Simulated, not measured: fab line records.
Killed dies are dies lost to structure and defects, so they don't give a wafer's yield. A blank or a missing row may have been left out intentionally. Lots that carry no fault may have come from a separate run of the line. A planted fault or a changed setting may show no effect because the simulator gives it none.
fab line records | flow sky130
[record] lots = 24 wafers = 72 lastDay = 50
route steps=708 shown FIELD_ISO@15 VIA1@473 METAL2@488 CAP2M@604 METAL4@635 METAL5@662
lots that met no fault: from a run of the same line without faults
startH: start of the lot's first displayed wafer, in hours after the record's first day | waitH: hours since the lot's step before | " same as the row above | L1.1+2: several wafers, shown together as one row | - no value present, or no start provided | * or withheld: withheld | < > ~ a bound
route shown NAME@n: names a module that has steps shown in the file, with the first one's number in the route | usual: mean/standard deviation taken from wafers without a fault | same: alike in all rows | chamber/n: place in a boat | sites: readings site by site | _std_site: standard deviation across them | _edge_site: mean of outer sites minus mean of inner sites | radiusMm: how far each site lies from the wafer's centre | mask NAME#n: copy n | behind: tool/chamber where the wafer was last shaped | hold: reason for holding the lot/hours on hold/outcome of the hold | device: whichever transistor did not switch (one of n, p or np) | end of line: at the end of the route, the tests of the same wafers | a step without rows: its recipe alone | killed: dies that structure and defects cost at the first sort, which is not the same as the wafer's yield | map: dies across one wafer; x = killed, . = not, _ = none there
set.NAME: the run value of the setting; set.NAME@STEP: its run value at that earlier step | model.NAME: the simulator's own value behind a step, which no gauge read
route steps across a sampled set of lots; one table per step, one row per wafer
services: when a tool's chamber went out of use (startH, in hours from the record's first day, below 0 if earlier), for how many hours, and the reason
[[steps]]
[step SKY_FIELD_ISO_ETCH_14]
[recipe] chemistry = N2/H2 target = BARC ionEnergyEv = 200 sourceW = 500 biasW = 100 pressureMtorr = 30 n2FlowSccm = 100 h2FlowSccm = 200 stopOn = SiO2 timeS = 45.9 targetDepthA = 600
[usual] drypumpMotorCurrentA = 5.6/0.32 oesProductAu = 0.855/0.0047 throttleValvePct = 13.224/0.0094
// columns lot.wafer tool chamber startH waitH drypumpMotorCurrentA oesProductAu rfHoursCounterH throttleValvePct
L074.1 rieDiel-01 1 28.44 0.1 5.4 0.851 160 13.228
L074.3 " 0 " " 5.7 0.851 44 13.220
L074.4 " 2 " " 6.0 0.853 126 13.219
L075.1 rieDiel-01 0 33.69 0.1 5.7 0.861 45 13.231
L075.2 " 1 " " 5.4 0.853 160 13.216
L075.5 " 0 " " 5.6 0.857 - 13.211
L076.2 rieDiel-04 1 38.77 0.1 5.2 0.865 6 13.223
L076.3 " 2 " " 5.4 0.853 131 13.224
L076.4 " 3 " " 5.3 0.858 67 13.226
L077.1 rieDiel-01 3 44.47 0.1 5.8 0.856 51 13.246
L077.3 " 1 " " 5.4 0.847 161 13.220
L077.5 " 2 " " 5.9 0.858 - 13.214
L078.4 rieDiel-03 3 49.09 0.1 5.7 0.858 - 13.224
L078.5 " 1 " " 6.2 0.851 - 13.233
L078.6 " 0 " " 5.8 0.857 - 13.225
L079.1 rieDiel-03 2 58.02 0.1 5.8 0.861 1 13.213
L079.4 " 1 " " 6.2 0.857 33 13.227
L079.5 " 2 " " 5.8 0.859 - 13.225
L080.3 rieDiel-04 1 60.24 0.1 5.1 0.863 6 13.203
L080.4 " 0 " " 5.2 0.861 31 13.229
L080.5 " 2 " " 5.4 0.855 - 13.208
L081.1 rieDiel-04 3 66.82 0.1 5.3 0.854 68 13.230
L081.2 " 1 " " 5.2 0.863 6 13.221
L081.5 " 3 " " 5.3 0.859 - 13.221
L082.1 rieDiel-01 3 71.97 0.1 5.8 0.849 52 13.218
L082.2 " 2 " " 5.9 0.852 127 13.210
L082.6 " 3 " " 5.8 0.850 - 13.235
L083.3 rieDiel-03 3 75.07 0.1 5.7 0.858 131 13.231
L083.5 " 2 " " 5.7 0.845 - 13.236
L083.6 " 3 " " 5.7 0.856 - 13.228
L084.1 rieDiel-03 0 81.17 0.1 5.8 0.860 142 13.218
L084.2 " 3 " " 5.7 0.850 131 13.226
L084.6 " 3 " " 5.7 0.862 - 13.227
L085.1 rieDiel-03 2 85.77 0.1 5.8 0.859 1 13.219
L085.4 " 3 " " 5.7 0.860 131 13.219
L085.5 " 0 " " 5.8 0.851 - 13.233
L086.3 rieDiel-03 0 90.67 0.1 5.8 0.847 142 13.220
L086.4 " 2 " " 5.8 0.858 1 13.232
L086.5 " 3 " " 5.7 0.855 - 13.237
L087.1 rieDiel-04 0 97.12 0.1 5.2 0.846 32 13.225
L087.2 " 2 " " 5.4 0.854 132 13.214
L087.3 " 1 " " 5.2 0.860 7 13.215
L088.1 rieDiel-03 2 102.57 0.1 5.7 0.858 1 13.224
L088.2 " 1 " " 6.2 0.857 34 13.218
L088.5 " 1 " " 6.2 0.857 - 13.233
L089.1 rieDiel-04 2 106.47 0.1 5.4 0.855 132 13.220
L089.3 " 1 " " 5.1 0.856 7 13.210
L089.6 " 1 " " 5.1 0.857 - 13.228
L090.1 rieDiel-04 1 112.52 0.1 5.1 0.858 7 13.233
L090.3 " 0 " " 5.2 0.857 32 13.214
L090.6 " 3 " " 5.3 0.847 - 13.220
L091.1 rieDiel-04 1 120.07 0.1 5.1 0.853 7 13.212
L091.2 " 3 " " 5.3 0.857 69 13.229
L091.4 " 2 " " 5.4 0.857 132 13.237
L092.2 rieDiel-03 0 122.39 0.1 5.8 0.857 142 13.194
L092.3 " 1 " " 6.1 0.852 34 13.220
L092.4 " 3 " " 5.7 0.855 132 13.217
L093.2 rieDiel-03 1 126.77 0.1 6.2 0.862 34 13.215
L093.4 " 2 " " 5.7 0.856 2 13.236
L093.5 " 1 " " 6.2 0.848 - 13.235
L094.4 rieDiel-01 2 132.14 0.1 5.9 0.858 - 13.222
L094.5 " 0 " " 5.6 0.857 - 13.241
L094.6 " 3 " " 5.8 0.859 - 13.219
L095.1 rieDiel-04 2 138.89 0.1 5.4 0.865 133 13.234
L095.5 " 2 " " 5.4 0.854 - 13.230
L095.6 " 3 " " 5.3 0.853 - 13.221
L096.1 rieDiel-03 3 146.84 0.1 5.7 0.856 132 13.229
L096.2 " 0 " " 5.8 0.853 142 13.232
L096.4 " 1 " " 6.2 0.851 35 13.214
L097.3 rieDiel-04 0 148.72 0.1 5.2 0.852 33 13.210
L097.4 " 1 " " 5.2 0.859 8 13.227
L097.5 " 3 " " 5.3 0.843 - 13.230
[step SKY_VIA1_ETCH_15]
[recipe] target = SiO2 chemistry = C4F8/O2/Ar targetDepthNm = 351 stopOn = TiN maskMaterial = KrF-thick sourceW = 1500 biasW = 1200 pressureMtorr = 40 c4f8FlowSccm = withheld O2_flow_sccm = 6 Ar_flow_sccm = 300 timeS = 54
[usual] oesProductAu = 0.981/0.0053
// columns lot.wafer tool chamber startH waitH oesProductAu rfHoursCounterH
L074.1 rieDiel-02 3 796.42 0.0 0.976 12
L074.3 " 0 " " 0.982 10
L074.4 " 2 " " 0.981 5
L075.1 rieDiel-02 0 802.94 0.0 0.976 10
L075.2 " 1 " " 0.982 11
L075.5 " 2 " " 0.975 -
L076.2 rieDiel-03 1 803.02 0.0 0.982 1
L076.3 " 2 " " 0.982 13
L076.4 " 0 " " 0.994 10
L077.1 rieDiel-03 0 820.64 0.0 0.983 11
L077.3 " 3 " " 0.977 10
L077.5 " 2 " " 0.977 -
L078.4 rieDiel-04 0 825.44 0.0 0.976 1
L078.5 " 3 " " 0.994 -
L078.6 " 0 " " 0.981 -
L079.1 rieDiel-03 1 835.83 0.0 0.970 2
L079.4 " 3 " " 0.977 10
L079.5 " 3 " " 0.980 -
L080.3 rieDiel-03 1 838.78 0.0 0.979 2
L080.4 " 2 " " 0.987 14
L080.5 " 3 " " 0.970 -
L081.1 rieDiel-02 2 842.79 0.0 0.977 6
L081.2 " 0 " " 0.982 12
L081.5 " 1 " " 0.973 -
L082.1 rieDiel-04 1 853.99 0.0 0.974 24
L082.2 " 0 " " 0.980 2
L082.6 " 0 " " 0.985 -
L083.3 rieDiel-02 1 861.17 0.0 0.976 13
L083.5 " 1 " " 0.986 -
L083.6 " 2 " " 0.972 -
L085.1 rieDiel-04 0 868.54 0.0 0.981 2
L085.4 " 1 " " 0.989 24
L085.5 " 3 " " 0.988 -
L084.1 rieDiel-04 2 870.22 0.0 0.981 14
L084.2 " 0 " " 0.983 3
L084.6 " 2 " " 0.989 -
L086.3 rieDiel-02 3 877.54 0.0 0.978 14
L086.4 " 0 " " 0.976 13
L086.5 " 1 " " 0.983 -
L087.1 rieDiel-02 3 885.49 0.0 0.982 15
L087.2 " 1 " " 0.975 13
L087.3 " 0 " " 0.975 13
L088.1 rieDiel-03 2 889.73 0.0 0.968 16
L088.2 " 0 " " 0.976 12
L088.5 " 2 " " 0.979 -
L089.1 rieDiel-03 1 900.44 0.0 0.988 3
L089.3 " 2 " " 0.990 16
L089.6 " 0 " " 0.988 -
L090.1 rieDiel-04 2 911.63 0.0 0.989 16
L090.3 " 1 " " 0.987 25
L090.6 " 1 " " 0.989 -
L091.1 rieDiel-03 2 929.63 0.0 0.971 17
L091.2 " 1 " " 0.982 4
L091.4 " 0 " " 0.978 13
L093.2 rieDiel-02 3 931.17 0.0 0.982 16
L093.4 " 2 " " 0.979 9
L093.5 " 3 " " 0.977 -
L092.2 rieDiel-03 3 931.88 0.0 0.985 12
L092.3 " 2 " " 0.986 17
L092.4 " 0 " " 0.983 13
L094.4 rieDiel-04 2 934.52 0.0 0.979 17
L094.5 " 0 " " 0.980 -
L094.6 " 1 " " 0.985 -
L095.1 rieDiel-03 0 945.95 0.0 0.982 14
L095.5 " 2 " " 0.985 -
L095.6 " 3 " " 0.979 -
L096.1 rieDiel-02 3 952.83 0.0 0.976 17
L096.2 " 1 " " 0.973 15
L096.4 " 3 " " 0.982 -
L097.3 rieDiel-04 0 958.70 0.0 0.984 5
L097.4 " 3 " " 0.981 11
L097.5 " 3 " " 0.979 -
[step SKY_METAL2_RS_MEAS_05]
[recipe] thkMeasGauge = four-point-probe reads = TiN_of_METAL2_SPUTTER_04+Ti_of_METAL2_SPUTTER_03+AlCu_of_METAL2_SPUTTER_02+TiN_of_METAL2_SPUTTER_01+Ti_of_METAL2_SPUTTER_00
[usual] METAL2_ALCU_RS = 0.1267/0.0011
// columns lot.wafer tool chamber startH waitH METAL2_ALCU_RS[ohm/sq]
L074.1 filmMetro-02 - 797.83 0.0 0.1254
L074.3 " - " " 0.1262
L074.4 " - " " 0.1268
L075.1 filmMetro-04 - 804.39 0.0 0.1261
L075.2 " - " " 0.1254
L075.5 " - " " 0.1264
L076.2 filmMetro-02 - 804.46 0.0 0.1253
L076.3 " - " " 0.1262
L076.4 " - " " 0.1263
L077.1 filmMetro-04 - 822.06 0.0 0.1276
L077.3 " - " " 0.1287
L077.5 " - " " 0.1264
L078.4 filmMetro-02 - 826.92 0.1 0.1266
L078.5 " - " " 0.1272
L078.6 " - " " 0.1271
L079.1 filmMetro-02 - 837.25 0.0 0.1271
L079.4 " - " " 0.1271
L079.5 " - " " 0.1259
L080.3 filmMetro-04 - 840.24 0.1 0.1253
L080.4 " - " " 0.1267
L080.5 " - " " 0.1264
L081.1 filmMetro-04 - 844.25 0.0 0.1277
L081.2 " - " " 0.1267
L081.5 " - " " 0.1284
L082.1 filmMetro-03 - 855.71 0.0 0.1254
L082.2 " - " " 0.1247
L082.6 " - " " 0.1256
L083.3 filmMetro-04 - 862.63 0.1 0.1258
L083.5 " - " " 0.1250
L083.6 " - " " 0.1256
L085.1 filmMetro-03 - 869.96 0.0 0.1257
L085.4 " - " " 0.1260
L085.5 " - " " 0.1271
L084.1 filmMetro-04 - 871.63 0.0 0.1270
L084.2 " - " " 0.1257
L084.6 " - " " 0.1279
L086.3 filmMetro-03 - 879.07 0.1 0.1265
L086.4 " - " " 0.1281
L086.5 " - " " 0.1266
L087.1 filmMetro-03 - 887.11 0.0 0.1280
L087.2 " - " " 0.1266
L087.3 " - " " 0.1259
L088.1 filmMetro-02 - 891.14 0.0 0.1276
L088.2 " - " " 0.1280
L088.5 " - " " 0.1272
L089.1 filmMetro-02 - 901.90 0.0 0.1265
L089.3 " - " " 0.1272
L089.6 " - " " 0.1264
L090.1 filmMetro-04 - 916.90 0.0 0.1287
L090.3 " - " " 0.1281
L090.6 " - " " 0.1285
L091.1 filmMetro-03 - 931.08 0.0 0.1274
L091.2 " - " " 0.1288
L091.4 " - " " 0.1286
L093.2 filmMetro-03 - 932.64 0.0 0.1240
L093.4 " - " " 0.1244
L093.5 " - " " 0.1247
L092.2 filmMetro-02 - 933.31 0.0 0.1264
L092.3 " - " " 0.1270
L092.4 " - " " 0.1266
L094.4 filmMetro-02 - 936.00 0.1 0.1264
L094.5 " - " " 0.1282
L094.6 " - " " 0.1279
L095.1 filmMetro-02 - 947.36 0.0 0.1270
L095.5 " - " " 0.1248
L095.6 " - " " 0.1258
L096.1 filmMetro-02 - 954.33 0.0 0.1273
L096.2 " - " " 0.1283
L096.4 " - " " 0.1268
L097.3 filmMetro-04 - 960.15 0.1 0.1260
L097.4 " - " " 0.1268
L097.5 " - " " 0.1251
[step SKY_CAP2M_THK_MEAS_01]
[recipe] reads = SiO2_of_CAP2M_CVD_00
[usual] CAP2M_CVD_00_THK = 15.64/0.21
// columns lot.wafer tool chamber startH waitH CAP2M_CVD_00_THK[nm]
L074.1 filmMetro-04 - 934.44 - 15.38
L074.3 " - " " 15.33
L074.4 " - " " 15.73
L075.1 filmMetro-04 - 937.52 - 15.69
L075.2 " - " " 15.62
L075.5 " - " " 15.59
L076.2 filmMetro-03 - 941.52 - 15.22
L076.3 " - " " 15.32
L076.4 " - " " 15.74
L077.1 filmMetro-03 - 954.97 - 15.42
L077.3 " - " " 15.33
L077.5 " - " " 15.66
L078.4 filmMetro-03 - 960.58 - 15.58
L078.5 " - " " 15.73
L078.6 " - " " 15.77
L079.1 filmMetro-02 - 971.42 - 15.25
L079.4 " - " " 15.80
L079.5 " - " " 15.89
L080.3 filmMetro-04 - 972.57 - 15.57
L080.4 " - " " 15.67
L080.5 " - " " 15.79
L081.1 filmMetro-03 - 977.26 - 15.58
L081.2 " - " " 15.56
L081.5 " - " " 15.64
L082.1 filmMetro-04 - 986.66 - 15.76
L082.2 " - " " 15.55
L082.6 " - " " 15.77
L083.3 filmMetro-04 - 994.06 - 15.66
L083.5 " - " " 15.70
L083.6 " - " " 15.93
L085.1 filmMetro-04 - 998.42 - 15.57
L085.4 " - " " 15.81
L085.5 " - " " 15.70
L084.1 filmMetro-04 - 1002.48 - 15.74
L084.2 " - " " 15.82
L084.6 " - " " 15.97
L086.3 filmMetro-02 - 1007.91 - 15.61
L086.4 " - " " 15.70
L086.5 " - " " 15.80
L087.1 filmMetro-04 - 1017.04 - 15.28
L087.2 " - " " 15.55
L087.3 " - " " 15.59
L088.1 filmMetro-04 - 1017.45 - 15.42
L088.2 " - " " 15.38
L088.5 " - " " 15.82
L089.1 filmMetro-03 - 1028.52 - 15.29
L089.3 " - " " 15.66
L089.6 " - " " 15.57
L090.1 filmMetro-04 - 1040.65 - 15.99
L090.3 " - " " 15.70
L090.6 " - " " 16.23
L091.1 filmMetro-03 - 1054.39 - 15.56
L091.2 " - " " 15.86
L091.4 " - " " 15.81
L093.2 filmMetro-04 - 1055.68 - 15.74
L093.4 " - " " 15.75
L093.5 " - " " 16.06
L092.2 filmMetro-03 - 1056.25 - 15.47
L092.3 " - " " 15.36
L092.4 " - " " 15.76
L094.4 filmMetro-02 - 1060.15 - 15.71
L094.5 " - " " 15.47
L094.6 " - " " 15.58
L095.1 filmMetro-04 - 1068.64 - 15.52
L095.5 " - " " 15.76
L095.6 " - " " 15.99
L096.1 filmMetro-02 - 1077.09 - 15.55
L096.2 " - " " 15.53
L096.4 " - " " 15.68
L097.3 filmMetro-02 - 1080.56 - 15.87
L097.4 " - " " 15.99
L097.5 " - " " 15.78
[step SKY_METAL4_STRIP_19]
[recipe] chemistry = O2/N2 powerW = 1400 pressureMtorr = 1500 platenTempC = withheld o2FlowSccm = 3000 n2FlowSccm = 300 overashFraction = 0.5
[usual] drypumpMotorCurrentA = 6.0/0.37 oesProductAu = 0.504/0.0051 stripTimeToEndpointS = 6.57/0.074
// columns lot.wafer tool chamber startH waitH drypumpMotorCurrentA oesProductAu rfHoursCounterH stripTimeToEndpointS
L074.1 plasmaAsher-04 1 983.36 0.1 6.3 0.499 55 6.57
L074.3 " 0 " " 5.9 0.506 - 6.60
L074.4 " 1 " " 6.3 0.499 - 6.52
L075.1 plasmaAsher-04 1 986.28 0.1 6.3 0.511 55 6.63
L075.2 " 0 " " 5.9 0.504 55 6.64
L075.5 " 0 " " 5.9 0.505 - 6.61
L076.2 plasmaAsher-04 1 989.06 0.1 6.3 0.504 56 6.64
L076.3 " 1 " " 6.3 0.502 - 6.60
L076.4 " 0 " " 5.9 0.498 - 6.57
L077.1 plasmaAsher-01 0 1002.88 0.1 5.1 0.510 26 6.66
L077.3 " 1 " " 6.0 0.515 - 6.60
L077.5 " 1 " " 6.0 0.506 - 6.63
L078.4 plasmaAsher-02 1 1008.16 0.1 6.2 0.505 - 6.59
L078.5 " 0 " " 6.0 0.502 - 6.54
L078.6 " 1 " " 6.2 0.506 - 6.58
L079.1 plasmaAsher-01 1 1019.13 0.1 6.1 0.510 28 6.57
L079.4 " 1 " " 6.1 0.505 - 6.59
L079.5 " 1 " " 6.1 0.504 - 6.65
L080.3 plasmaAsher-04 1 1019.51 0.1 6.3 0.501 - 6.61
L080.4 " 0 " " 5.9 0.498 - 6.49
L080.5 " 1 " " 6.3 0.506 - 6.56
L081.1 plasmaAsher-04 0 1023.98 0.1 5.9 0.503 59 6.57
L081.2 " 1 " " 6.3 0.512 59 6.70
L081.5 " 1 " " 6.3 0.508 - 6.69
L082.1 plasmaAsher-04 0 1032.89 0.2 5.9 0.511 60 6.68
L082.2 " 1 " " 6.3 0.513 60 6.63
L082.6 " 0 " " 5.9 0.507 - 6.60
L083.3 plasmaAsher-01 0 1041.65 0.1 5.1 0.503 - 6.63
L083.5 " 1 " " 6.1 0.504 - 6.55
L083.6 " 0 " " 5.1 0.498 - 6.55
L085.1 plasmaAsher-04 0 1044.91 0.1 5.9 0.503 61 6.49
L085.4 " 0 " " 5.9 0.507 - 6.61
L085.5 " 1 " " 6.3 0.499 - 6.46
L084.1 plasmaAsher-04 1 1052.18 0.1 6.3 0.508 62 6.54
L084.2 " 0 " " 5.9 0.493 62 6.60
L084.6 " 1 " " 6.3 0.504 - 6.63
L086.3 plasmaAsher-04 0 1053.91 0.1 5.9 0.512 - 6.52
L086.4 " 1 " " 6.3 0.516 - 6.59
L086.5 " 1 " " 6.3 0.505 - 6.57
L087.1 plasmaAsher-04 1 1061.51 0.1 6.3 0.506 63 6.55
L087.2 " 0 " " 5.9 0.501 63 6.44
L087.3 " 1 " " 6.3 0.499 - 6.42
L088.1 plasmaAsher-04 1 1062.13 0.1 6.3 0.501 63 6.58
L088.2 " 0 " " 5.9 0.496 63 6.55
L088.5 " 1 " " 6.3 0.500 - 6.57
L089.1 plasmaAsher-04 0 1072.36 0.1 5.9 0.510 64 6.58
L089.3 " 1 " " 6.3 0.503 - 6.63
L089.6 " 1 " " 6.3 0.508 - 6.62
L090.1 plasmaAsher-04 1 1084.05 0.1 6.3 0.492 65 6.57
L090.3 " 0 " " 5.9 0.505 - 6.55
L090.6 " 0 " " 5.9 0.499 - 6.48
L091.1 plasmaAsher-01 1 1096.33 0.1 6.1 0.504 35 6.52
L091.2 " 0 " " 5.1 0.496 35 6.43
L091.4 " 1 " " 6.1 0.504 - 6.51
L093.2 plasmaAsher-01 0 1099.23 0.1 5.1 0.498 36 6.63
L093.4 " 0 " " 5.1 0.506 - 6.64
L093.5 " 0 " " 5.1 0.511 - 6.62
L092.2 plasmaAsher-04 0 1100.16 0.1 5.9 0.507 67 6.45
L092.3 " 1 " " 6.3 0.496 - 6.36
L092.4 " 0 " " 5.9 0.495 - 6.48
L094.4 plasmaAsher-02 0 1103.97 0.1 6.0 0.497 - 6.41
L094.5 " 0 " " 5.9 0.500 - 6.48
L094.6 " 1 " " 6.2 0.506 - 6.56
L095.1 plasmaAsher-01 1 1111.31 0.1 6.1 0.505 37 6.56
L095.5 " 0 " " 5.1 0.491 - 6.47
L095.6 " 1 " " 6.0 0.503 - 6.57
L096.1 plasmaAsher-02 0 1118.38 0.1 6.0 0.508 98 6.60
L096.2 " 1 " " 6.1 0.504 98 6.51
L096.4 " 1 " " 6.1 0.508 - 6.64
L097.3 plasmaAsher-02 0 1122.02 0.1 6.0 0.509 - 6.68
L097.4 " 1 " " 6.1 0.507 - 6.60
L097.5 " 0 " " 6.0 0.505 - 6.70
[step SKY_METAL5_SPUTTER_01]
[recipe] material = TiN targetThkNm = 20 powerW = 6500 timeS = 16.7 chamberPressurePa = 0.4
[usual] throttleValvePct = 30.4/0.95
// columns lot.wafer tool chamber startH waitH throttleValvePct
L074.1 pvdSputter-02 - 1009.19 0.0 28.5
L074.3 " - " " 30.0
L074.4 " - " " 29.8
L075.1 pvdSputter-03 - 1011.78 0.0 31.4
L075.2 " - " " 29.3
L075.5 " - " " 31.3
L076.2 pvdSputter-02 - 1014.38 0.0 28.3
L076.3 " - " " 30.0
L076.4 " - " " 31.1
L077.1 pvdSputter-04 - 1027.77 0.0 31.2
L077.3 " - " " 29.8
L077.5 " - " " 30.9
L078.4 pvdSputter-02 - 1033.14 0.0 30.0
L078.5 " - " " 30.0
L078.6 " - " " 29.7
L079.1 pvdSputter-04 - 1044.38 0.0 31.0
L079.4 " - " " 31.1
L079.5 " - " " 31.0
L080.3 pvdSputter-02 - 1044.49 0.0 30.1
L080.4 " - " " 30.0
L080.5 " - " " 29.9
L081.1 pvdSputter-02 - 1048.29 0.0 28.2
L081.2 " - " " 29.7
L081.5 " - " " 28.5
L082.1 pvdSputter-03 - 1057.35 0.0 31.2
L082.2 " - " " 31.6
L082.6 " - " " 31.1
L083.3 pvdSputter-03 - 1065.30 0.0 30.9
L083.5 " - " " 30.9
L083.6 " - " " 31.5
L085.1 pvdSputter-03 - 1069.55 0.0 31.3
L085.4 " - " " 29.1
L085.5 " - " " 31.1
L084.1 pvdSputter-03 - 1075.10 0.0 31.3
L084.2 " - " " 29.1
L084.6 " - " " 31.3
L086.3 pvdSputter-04 - 1077.49 0.0 29.8
L086.4 " - " " 29.7
L086.5 " - " " 31.4
L087.1 pvdSputter-03 - 1086.49 0.0 31.2
L087.2 " - " " 31.0
L087.3 " - " " 31.2
L088.1 pvdSputter-02 - 1087.99 0.0 28.2
L088.2 " - " " 30.2
L088.5 " - " " 30.7
L089.1 pvdSputter-04 - 1094.57 0.0 31.0
L089.3 " - " " 30.9
L089.6 " - " " 29.7
L090.1 pvdSputter-04 - 1108.47 0.0 29.9
L090.3 " - " " 29.7
L090.6 " - " " 29.6
L091.1 pvdSputter-03 - 1118.87 0.0 29.4
L091.2 " - " " 31.2
L091.4 " - " " 31.4
L093.2 pvdSputter-02 - 1121.61 0.0 30.8
L093.4 " - " " 29.8
L093.5 " - " " 29.7
L092.2 pvdSputter-02 - 1122.45 0.0 29.7
L092.3 " - " " 28.5
L092.4 " - " " 30.1
L094.4 pvdSputter-03 - 1125.79 0.0 29.3
L094.5 " - " " 29.2
L094.6 " - " " 31.0
L095.1 pvdSputter-03 - 1133.05 0.0 29.2
L095.5 " - " " 31.3
L095.6 " - " " 31.4
L096.1 pvdSputter-04 - 1140.38 0.0 31.5
L096.2 " - " " 29.9
L096.4 " - " " 30.1
L097.3 pvdSputter-02 - 1142.88 0.0 28.4
L097.4 " - " " 30.0
L097.5 " - " " 30.0
[[services]]
// columns tool chamber startH hours kind
rieDiel-03 2 42.79 11.5 repair
rieDiel-03 2 76.88 5.8 repair
rieDiel-03 1 98.29 3.6 repair
rieDiel-04 3 105.02 4.4 repair
rieDiel-04 2 154.88 10.7 repair
rieDiel-04 - 163.10 17.8 repair
rieDiel-03 2 202.39 9.9 repair
rieDiel-04 3 216.26 8.4 repair
rieDiel-04 0 243.91 9.5 repair
rieDiel-04 3 251.90 2.9 repair
rieDiel-04 1 297.39 9.5 repair
rieDiel-03 3 331.39 6.5 repair
rieDiel-03 0 351.40 10.6 repair
rieDiel-03 2 389.54 6.8 repair
rieDiel-04 3 444.94 5.4 repair
rieDiel-03 2 506.93 5.1 repair
rieDiel-03 1 579.66 4.4 repair
rieDiel-03 1 671.73 6.3 repair
rieDiel-03 - 681.75 2.8 pm
rieDiel-03 2 684.59 6.7 repair
rieDiel-03 3 708.56 15.6 repair
rieDiel-03 3 897.10 15.2 repair
rieDiel-03 2 983.95 9.4 repair
rieDiel-03 0 1064.43 6.7 repair
[[key]]
fault none
